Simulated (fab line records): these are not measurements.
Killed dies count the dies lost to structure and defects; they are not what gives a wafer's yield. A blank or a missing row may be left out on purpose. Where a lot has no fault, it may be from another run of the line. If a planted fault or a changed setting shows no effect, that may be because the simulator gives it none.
Which tool did it? ; flow gf180mcu ; 36 wafers from 12 lots sampled at 6 of the route's 602 steps

== WHAT THE GAUGES SHOWED, per wafer ==
GF_PSD_RS_MEAS_14: a four-point-probe measurement. Usual: NSD_RS gives 46.54 ohm/sq (standard deviation 0.089).
lot;measured;on;NSD_RS (ohm/sq);flag
L722;day 14 12:54;filmMetro-02;46.49 46.50 46.52;
L723;day 15 00:55;filmMetro-02;46.36 46.50 46.45;
L724;day 15 01:58;filmMetro-04;46.43 46.47 46.46;
L731;day 17 18:16;filmMetro-04;44.77 44.79 44.68;OFF
L733;day 18 14:34;filmMetro-04;46.52 46.38 46.53;
L734;day 18 19:58;filmMetro-01;44.67 44.60 44.79;OFF
L737;day 20 02:19;filmMetro-02;46.55 46.48 46.47;
L739;day 20 12:36;filmMetro-02;46.52 46.55 46.46;
L741;day 21 09:16;filmMetro-01;46.44 46.49 46.57;
L742;day 21 15:43;filmMetro-01;46.54 46.62 46.52;
L743;day 21 23:05;filmMetro-04;46.68 46.59 46.71;
L744;day 22 07:27;filmMetro-02;46.47 46.57 46.50;

GF_M3_OVL_MEAS_15. Usual: M3_OVL gives -6 nm (standard deviation 5.4).
lot;measured;on;M3_OVL (nm);flag
L722;day 21 13:53;overlay-01;-1 -5 5;
L723;day 22 05:56;overlay-02;-1 -6 4;
L724;day 22 07:19;overlay-01;-1 -1 1;
L731;day 25 00:16;overlay-01;-4 -8 -5;
L733;day 25 17:22;overlay-02;3 1 -1;
L734;day 25 23:06;overlay-01;-6 -9 -8;
L737;day 27 01:23;overlay-01;-8 -4 -4;
L739;day 27 11:27;overlay-01;-8 -6 -11;
L741;day 28 15:40;overlay-02;-8 -12 -2;
L742;day 28 18:26;overlay-01;-11 -1 -12;
L743;day 28 23:36;overlay-01;-9 -3 -10;
L744;day 29 03:40;overlay-02;-10 -8 -5;

== WHICH TOOL RAN EACH LOT (tool, then ch and the chambers of the sampled wafers, then the start) ==
lot;GF_NSD_IMPLANT_09;GF_NSD_STRIP_11;GF_CONTACT_SPUTTER_23;GF_V1_CVD_23
L722;implanter-03 ch 0, day 13 15:19;plasmaAsher-02 ch 0,1, day 13 15:36;pvdSputter-02, day 16 09:56;cvdW-02 ch 0,1, day 18 10:34
L723;implanter-02 ch 0, day 14 02:53;plasmaAsher-03 ch 0,1, day 14 03:09;pvdSputter-01, day 16 22:41;cvdW-02 ch 0, day 19 00:34
L724;implanter-04 ch 0, day 14 04:58;plasmaAsher-04 ch 0,1, day 14 05:16;pvdSputter-02, day 16 23:59;cvdW-01 ch 0,1, day 19 02:13
L731;implanter-04 ch 0, day 16 18:39;plasmaAsher-02 ch 0,1, day 16 18:57;pvdSputter-01, day 19 20:38;cvdW-02 ch 0,1, day 22 00:05
L733;implanter-03 ch 0, day 17 14:06;plasmaAsher-03 ch 1, day 17 14:22;pvdSputter-02, day 20 17:25;cvdW-01 ch 0, day 22 19:19
L734;implanter-04 ch 0, day 17 19:23;plasmaAsher-04 ch 0,1, day 17 19:40;pvdSputter-01, day 20 22:05;cvdW-02 ch 0,1, day 22 23:59
L737;implanter-03 ch 0, day 19 01:14;plasmaAsher-02 ch 0,1, day 19 01:30;pvdSputter-02, day 22 05:11;cvdW-02 ch 0,1, day 24 05:54
L739;implanter-02 ch 0, day 19 12:13;plasmaAsher-03 ch 0,1, day 19 12:31;pvdSputter-03, day 22 13:50;cvdW-02 ch 0, day 24 13:44
L741;implanter-03 ch 0, day 20 08:51;plasmaAsher-03 ch 1, day 20 09:09;pvdSputter-02, day 23 09:31;cvdW-02 ch 0, day 25 08:11
L742;implanter-02 ch 0, day 20 15:38;plasmaAsher-02 ch 0,1, day 20 15:54;pvdSputter-01, day 23 15:55;cvdW-01 ch 0, day 25 15:19
L743;implanter-04 ch 0, day 20 22:26;plasmaAsher-03 ch 0,1, day 20 22:43;pvdSputter-02, day 23 23:26;cvdW-01 ch 0,1, day 25 23:28
L744;implanter-02 ch 0, day 21 06:55;plasmaAsher-04 ch 0,1, day 21 07:13;pvdSputter-02, day 24 07:29;cvdW-01 ch 0,1, day 26 05:12
- GF_NSD_IMPLANT_09
- GF_NSD_STRIP_11: strips in O2/N2.
- GF_CONTACT_SPUTTER_23: material TiN, target thk 10 nm, time 40 s.
- GF_V1_CVD_23: deposits W, target thk 350 nm, time 105.05 s.

== WHAT THE TOOLS THEMSELVES READ (means of the sampled wafers that have a number; where no wafer has one, the mark that the record gives instead) ==
GF_NSD_IMPLANT_09. Usual: beamOnS 18.2 s, standard deviation 1.2; doseIonsCm2 4e+15, standard deviation 4.3e+12.
lot;tool;beamOnS (s);doseIonsCm2;flag
L722;implanter-03;19.8;4e+15;
L723;implanter-02;17.3;4e+15;
L724;implanter-04;17.0;4e+15;
L731;implanter-04;28.3;7e+15;OFF
L733;implanter-03;19.4;4e+15;
L734;implanter-04;28.3;7e+15;OFF
L737;implanter-03;20.0;4e+15;
L739;implanter-02;17.0;4e+15;
L741;implanter-03;19.6;4e+15;
L742;implanter-02;17.5;4e+15;
L743;implanter-04;17.3;4e+15;
L744;implanter-02;17.1;4e+15;

GF_NSD_STRIP_11. Usual: drypumpMotorCurrentA 5.85 A, standard deviation 0.28; heaterPowerW 326 W, standard deviation 31; n2FlowSccm 300.1 sccm, standard deviation 0.92; oesProductAu 0.488 a.u., standard deviation 0.0043; stripTimeToEndpointS 22.94 s, standard deviation 0.037.
lot;tool;drypumpMotorCurrentA (A);heaterPowerW (W);n2FlowSccm (sccm);oesProductAu (a.u.);stripTimeToEndpointS (s);flag
L722;plasmaAsher-02;5.93;351;299.5;0.489;22.92;
L723;plasmaAsher-03;5.97;290;300.8;0.487;22.97;
L724;plasmaAsher-04;5.80;338;299.9;0.487;22.93;
L731;plasmaAsher-02;5.91;354;299.3;0.479;23.93;OFF
L733;plasmaAsher-03;5.44;300;299.9;0.489;22.90;
L734;plasmaAsher-04;5.81;338;299.8;0.476;23.95;OFF
L737;plasmaAsher-02;5.93;360;299.1;0.491;22.94;
L739;plasmaAsher-03;5.72;297;300.3;0.488;22.96;
L741;plasmaAsher-03;5.43;307;299.4;0.491;22.98;
L742;plasmaAsher-02;5.83;349;300.4;0.492;22.91;
L743;plasmaAsher-03;5.69;299;300.1;0.488;22.90;
L744;plasmaAsher-04;5.90;351;301.3;0.490;22.97;

GF_CONTACT_SPUTTER_23. Usual: chamberPressurePa 4.789 Pa, standard deviation 0.0091; throttleValvePct 30.5 %, standard deviation 0.76.
lot;tool;chamberPressurePa (Pa);throttleValvePct (%);flag
L722;pvdSputter-02;4.791;31.3;
L723;pvdSputter-01;4.803;30.7;
L724;pvdSputter-02;4.789;30.5;
L731;pvdSputter-01;4.795;30.7;
L733;pvdSputter-02;4.787;30.9;
L734;pvdSputter-01;4.796;30.6;
L737;pvdSputter-02;4.793;30.4;
L739;pvdSputter-03;4.784;30.5;
L741;pvdSputter-02;4.791;30.4;
L742;pvdSputter-01;4.781;30.6;
L743;pvdSputter-02;4.785;30.5;
L744;pvdSputter-02;4.786;30.5;

GF_V1_CVD_23. Usual: heaterPowerW 760 W, standard deviation 42.
lot;tool;heaterPowerW (W);flag
L722;cvdW-02;744;
L723;cvdW-02;801;
L724;cvdW-01;767;
L731;cvdW-02;742;
L733;cvdW-01;762;
L734;cvdW-02;776;
L737;cvdW-02;740;
L739;cvdW-02;809;
L741;cvdW-02;802;
L742;cvdW-01;766;
L743;cvdW-01;768;
L744;cvdW-01;772;

== THE ANSWER, worked out from the rows above alone ==
Rule: a lot counts as off when the mean over its wafers that have a number is more than 3 standard deviations away from the usual mean. A lot without any number at a reading at which 4 lots or more have one is off too. Where the step has rows for the other lots, those lots are counted as sound. First the gauges in route order, then the tools' own readings, where a lot's mean is used as printed above. At the first step where some lot is off, the reading lying furthest off is the one used; lots without a number count as furthest.
Off: at GF_PSD_RS_MEAS_14 (NSD_RS), L731, L734.
A tool fits if, at a process step before that reading, it ran every lot that is off, and no sound lot after the first of them. Not tried: the gauges at GF_PSD_RS_MEAS_14; whatever is off there is also off at GF_NSD_IMPLANT_09, on other tools, and gauge error can't account for it. Of those tried, none fits.

== WHAT THE SIMULATOR HAD PUT IN ==
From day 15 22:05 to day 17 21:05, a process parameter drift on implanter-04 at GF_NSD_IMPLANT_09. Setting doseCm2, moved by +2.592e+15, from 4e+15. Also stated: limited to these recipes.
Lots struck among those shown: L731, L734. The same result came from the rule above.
